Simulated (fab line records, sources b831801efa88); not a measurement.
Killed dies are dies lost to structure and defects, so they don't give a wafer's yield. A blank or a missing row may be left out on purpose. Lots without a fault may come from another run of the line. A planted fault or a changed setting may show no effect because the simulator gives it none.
Which tool did it? | flow gf180mcu | 12 lots, 36 wafers sampled, at 4 steps of a route of 602

WHAT THE GAUGES READ, wafer by wafer
GF_VT_IMPLANT_RS_MEAS_49: measures by four-point-probe.
lot  | measured     | on            | MVPSD_RS (ohm/sq)
L686 | day 7 15:53  | film_metro-04 | 1167.2 1168.3 1166.6
L687 | day 7 20:50  | film_metro-03 | 1167.5 1172.1 1170.2
L689 | day 8 11:26  | film_metro-03 | 1168.1 1169.5 1169.6
L690 | day 8 18:17  | film_metro-03 | 1171.0 1165.5 1169.3
L691 | day 9 01:08  | film_metro-01 | 1169.5 1167.2 1169.4
L696 | day 10 09:40 | film_metro-03 | 1167.6 1170.2 1167.8
L697 | day 10 15:16 | film_metro-04 | 1166.9 1167.7 1164.5
L698 | day 10 18:40 | film_metro-04 | 1170.0 1166.9 1165.8
L702 | day 12 02:30 | film_metro-01 | 1161.9 1164.1 1170.0
L707 | day 13 12:12 | film_metro-01 | 1164.3 1164.8 1166.5
L708 | day 13 20:26 | film_metro-03 | 1170.9 1170.7 1171.0
L709 | day 13 22:22 | film_metro-03 | 1165.8 1166.2 1165.7

GF_POLY_GATE_CD_MEAS_10: target cd 280 nm.
lot  | measured     | on        | cd_nm (nm)
L686 | day 9 06:26  | cd_sem-01 | 282.2 282.6 281.8
L687 | day 9 13:20  | cd_sem-02 | 280.0 280.2 279.0
L689 | day 10 05:06 | cd_sem-01 | 280.4 280.5 280.6
L690 | day 10 11:17 | cd_sem-02 | 281.1 282.4 281.6
L691 | day 10 17:32 | cd_sem-02 | 280.9 279.8 279.9
L696 | day 12 05:03 | cd_sem-02 | 279.2 277.5 278.7
L697 | day 12 10:45 | cd_sem-01 | 267.0 265.3 265.6
L698 | day 12 14:28 | cd_sem-02 | 280.1 280.2 280.2
L702 | day 14 01:30 | cd_sem-01 | 278.6 277.6 279.0
L707 | day 15 16:18 | cd_sem-01 | 280.8 281.4 281.8
L708 | day 15 20:02 | cd_sem-02 | 279.9 280.0 279.7
L709 | day 16 00:02 | cd_sem-02 | 281.2 281.9 281.2

WHICH TOOL RAN EACH LOT (tool, then ch and the chambers of the sampled wafers, then the start)
lot  | GF_VT_IMPLANT_STRIP_31               | GF_POLY_GATE_EXPOSE_07
L686 | plasma_asher-04 ch 0,1, day 6 22:58  | krf_scanner-01 ch 0, day 8 22:24
L687 | plasma_asher-02 ch 0,1, day 7 03:43  | krf_scanner-01 ch 0, day 9 05:08
L689 | plasma_asher-01 ch 0, day 7 18:40    | krf_scanner-02 ch 0, day 9 20:47
L690 | plasma_asher-04 ch 1, day 8 00:58    | krf_scanner-02 ch 0, day 10 02:23
L691 | plasma_asher-02 ch 0,1, day 8 08:03  | krf_scanner-02 ch 0, day 10 08:31
L696 | plasma_asher-01 ch 0,1, day 9 15:43  | krf_scanner-01 ch 0, day 11 19:36
L697 | plasma_asher-02 ch 0,1, day 9 20:46  | krf_scanner-01 ch 0, day 12 01:10
L698 | plasma_asher-02 ch 0,1, day 9 23:55  | krf_scanner-01 ch 0, day 12 05:13
L702 | plasma_asher-02 ch 0,1, day 11 07:31 | krf_scanner-01 ch 0, day 13 15:06
L707 | plasma_asher-02 ch 0,1, day 12 16:01 | krf_scanner-01 ch 0, day 15 05:37
L708 | plasma_asher-02 ch 1, day 12 23:10   | krf_scanner-01 ch 0, day 15 09:20
L709 | plasma_asher-04 ch 0, day 13 01:43   | krf_scanner-02 ch 0, day 15 13:18
- GF_VT_IMPLANT_STRIP_31: strips in O2/N2.
- GF_POLY_GATE_EXPOSE_07: exposes mask Poly2, target cd 280 nm.

WHAT THE TOOLS THEMSELVES READ (means of the sampled wafers that have a number; where no wafer has one, the mark that the record gives instead)
GF_VT_IMPLANT_STRIP_31.
lot  | tool            | drypump_motor_current_A (A) | heater_power_w (W) | n2_flow_sccm (sccm) | oes_product_au (a.u.) | strip_time_to_endpoint_s (s)
L686 | plasma_asher-04 | 6.06                        | 273                | 299.7               | 0.717                 | 12.65
L687 | plasma_asher-02 | 5.60                        | 315                | 300.2               | 0.713                 | 12.57
L689 | plasma_asher-01 | 5.92                        | 326                | 299.9               | 0.713                 | 12.59
L690 | plasma_asher-04 | 5.70                        | 327                | 300.0               | 0.719                 | 12.54
L691 | plasma_asher-02 | 5.60                        | 319                | 299.5               | 0.715                 | 12.66
L696 | plasma_asher-01 | 5.81                        | 330                | 301.0               | 0.715                 | 12.64
L697 | plasma_asher-02 | 5.59                        | 308                | 299.5               | 0.719                 | 12.61
L698 | plasma_asher-02 | 5.59                        | 317                | 299.5               | 0.714                 | 12.67
L702 | plasma_asher-02 | 5.61                        | 311                | 299.7               | 0.715                 | 12.63
L707 | plasma_asher-02 | 5.61                        | 316                | 300.5               | 0.717                 | 12.61
L708 | plasma_asher-02 | 5.61                        | 310                | 300.5               | 0.715                 | 12.64
L709 | plasma_asher-04 | 6.26                        | 240                | 299.6               | 0.723                 | 12.65

THE ANSWER, worked out from the rows above alone
Rule: what is usual is taken from the lots themselves. Put in order of their means at a reading, lots are off if they are a third of the lots or fewer, leave a main group of 4 or more, and stand apart from it by a gap of 3 or more times the standard deviation of the main group's means; of several such gaps the widest counts. A main group whose means are all the same, to the digits that the tables above print for the reading, isn't used. A lot without any number at a reading at which 4 lots or more have one is off too. The other lots that the step has rows for count as sound. The gauges are gone through in route order, then the tools' own readings, and for those a lot's mean is taken as printed above. The first step at which some lot is off is used, and at that step the reading that is off furthest; a lot without a number counts as furthest.
Off: L697, at GF_POLY_GATE_CD_MEAS_10 (cd_nm). The main group: mean 280.4 nm, standard deviation 1.2.
A tool fits if, at a process step before that reading, it ran every lot that is off, and no sound lot after the first of them. The gauges at GF_POLY_GATE_CD_MEAS_10 are tried like those tools. None of those tried fits.

WHAT THE SIMULATOR HAD PUT IN
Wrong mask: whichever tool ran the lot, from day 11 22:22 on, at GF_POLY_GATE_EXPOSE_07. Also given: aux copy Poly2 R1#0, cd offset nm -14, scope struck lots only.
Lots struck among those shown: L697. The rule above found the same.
